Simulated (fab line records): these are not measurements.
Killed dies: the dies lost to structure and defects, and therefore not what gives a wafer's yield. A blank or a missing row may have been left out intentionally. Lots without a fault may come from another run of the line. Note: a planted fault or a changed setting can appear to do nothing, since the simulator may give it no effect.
Matching of chambers    flow gf180mcu    cmp-01 running GF_CONTACT_CMP_27: 4 sister chambers
The step polishes, stops on SiO2, t overpolish 15 s, target thk 0 nm. 4 wafers are shown with their chamber, then 7 later ones without.

WAFERS WITH THEIR CHAMBER
wafer   chamber  motor-current-A (A)
L971.3  0        9.5
L981.3  2        11.0
L981.6  1        11.7
L982.5  3        12.3

WAFERS MISSING THEIR CHAMBER
wafer   motor-current-A (A)
L982.6  11.5
L984.3  12.9
L984.4  11.7
L984.6  9.3
L989.1  10.0
L989.3  10.7
L989.5  12.8

WHICH CHAMBER EACH WENT THROUGH
wafer   from the rows above           in truth
L982.6  can't be placed: 1 or 2 or 3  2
L984.3  can't be placed: 3 or 1       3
L984.4  can't be placed: 1 or 3 or 2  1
L984.6  0                             0
L989.1  can't be placed: 0 or 2       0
L989.3  can't be placed: 2 or 1       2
L989.5  can't be placed: 3 or 1       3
Placed correctly: 1 of 7. From these rows, 6 cannot be placed; in 6 the true chamber is one of the candidates. Placed wrongly: 0.
How it was worked out, from the rows above alone: a wafer's distance from a chamber is the root of the sum, over the readings, of the square of ((its reading less the chamber's mean) divided by the reading's scatter). If the next closest chamber is less than 2 further off than the closest, the wafer can't be placed; otherwise it belongs to the closest. The mean given for a chamber averages the wafers shown for that chamber. The scatter: root of mean squared gap, hidden wafer to nearest shown wafer, with one shown wafer a chamber.
